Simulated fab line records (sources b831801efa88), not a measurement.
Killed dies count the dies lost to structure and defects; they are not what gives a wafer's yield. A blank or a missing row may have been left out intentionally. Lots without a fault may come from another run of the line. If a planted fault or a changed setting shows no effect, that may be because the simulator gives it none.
A struck lot beside a sound one + flow sky130 + 37 out of 708 route steps
Sound: wafers L654.2, L654.3, L654.6. Wafers struck: L663.1, L663.3, L663.5. Last of all comes the cause.
Order at every step that has rows: each side's tool, ch and its chambers, its first start. Under that, the readings that differ: sound wafers + struck wafers + difference of the means + sigmas: that difference in standard deviations of wafers without a fault.
alike: words and numbers the same on both sides, and readings whose means are apart by under 2 such deviations; not compared: readings that were withheld, readings missing a value for some wafer, numbers with overlapping values and no deviation given by the record, and bounds like >300 which may hide the same value.
Wherever a step has rows on one side only, a row that says differs or no value, or a row with sigmas, the two part there. Non-overlapping numbers with no deviation appear without sigmas and do not part them. Lack of a reading on every wafer of one side parts them only where that side has two or more wafers.

first, 11 steps without rows for these wafers: SKY_FIELD_ISO_EXPOSE_10 (exposes mask FOM, target cd 150 nm); SKY_FIELD_ISO_PEB_11; SKY_FIELD_ISO_DEVELOP_12 (develop time 60 s); SKY_FIELD_ISO_ETCH_14 (etches BARC in N2/H2, stops on SiO2, time 45.9 s, target depth 60 nm); SKY_FIELD_ISO_ETCH_15 (etches the open film in CHF3/O2, stops on Si, target depth 180 nm, time 72 s); SKY_FIELD_ISO_STRIP_16 (strips in O2/N2); SKY_FIELD_ISO_ETCH_17 (etches Si in HBr/Cl2/O2, target depth 342 nm, time 97.7 s); SKY_FIELD_ISO_WET_ETCH_18 (etches Si3N4 in H3PO4, target depth 25 nm, time 286 s); SKY_FIELD_ISO_CLEAN_19 (cleans in SC1/SC2, time 150 s); SKY_FIELD_ISO_CLEAN_20 (cleans in dHF, time 20 s); SKY_FIELD_ISO_WET_ETCH_21 (etches SiO2 in dHF, target depth 20 nm, time 411.6 s).
SKY_FIELD_ISO_OXIDATION_22: stabilise 600 s, purge 300 s, target thk 10 nm.
  sound on furnace-02 ch 0, day 3 04:32; struck on furnace-02 ch 0, day 4 21:07
  alike: oxTempCMax, tubeCenterTempC
then, 24 steps without rows for these wafers: SKY_FIELD_ISO_CVD_24 (deposits SiO2, target thk 595 nm, time 99.2 s); SKY_FIELD_ISO_ANNEAL_26 (time 1800 s); SKY_FIELD_ISO_CMP_27 (polishes, stops on Si3N4, t overpolish 16 s, target thk 457.8 nm); SKY_FIELD_ISO_WET_ETCH_28 (etches SiO2 in dHF, target depth 23.7 nm, time 47 s); SKY_FIELD_ISO_WET_ETCH_29 (etches Si3N4 in H3PO4, target depth 160 nm, time 1825 s); SKY_FIELD_ISO_WET_ETCH_30 (etches SiO2 in dHF, target depth 25 nm, time 50 s); SKY_NWELL_CLEAN_00 (cleans in SC1/SC2, time 150 s); SKY_NWELL_OXIDATION_01 (stabilise 600 s, purge 300 s, target thk 10 nm); SKY_DNWELL_DEHYDRATE_00 (time 60 s); SKY_DNWELL_HMDS_01 (prime time 60 s); SKY_DNWELL_COAT_02 (resist thk 3000 nm); SKY_DNWELL_SOFTBAKE_03; SKY_DNWELL_EXPOSE_04 (exposes mask DNM, target cd 3000 nm); SKY_DNWELL_PEB_05; SKY_DNWELL_DEVELOP_06 (develop time 60 s); SKY_DNWELL_IMPLANT_07; SKY_DNWELL_STRIP_08 (strips in O2/N2); SKY_PWDE_DEHYDRATE_00 (time 60 s); SKY_PWDE_HMDS_01 (prime time 60 s); SKY_PWDE_COAT_02 (resist thk 3000 nm); SKY_PWDE_SOFTBAKE_03; SKY_PWDE_EXPOSE_04 (exposes mask PWDEM, target cd 840 nm); SKY_PWDE_PEB_05; SKY_PWDE_DEVELOP_06 (develop time 60 s).
-- the record jumps here: 44 days lie between the struck wafers' starts before and after (it left off in module PWDE and takes up again in module PAD_OPEN, whose first step shown is number 708 of the route) --
SKY_PAD_OPEN_PROBE_99:
  the record has rows for the struck wafers here (prober-02, day 48 15:20) and none for the sound ones

WHERE THEY PART
Within this record, at SKY_PAD_OPEN_PROBE_99 only.

WHY: the cause the simulator had injected
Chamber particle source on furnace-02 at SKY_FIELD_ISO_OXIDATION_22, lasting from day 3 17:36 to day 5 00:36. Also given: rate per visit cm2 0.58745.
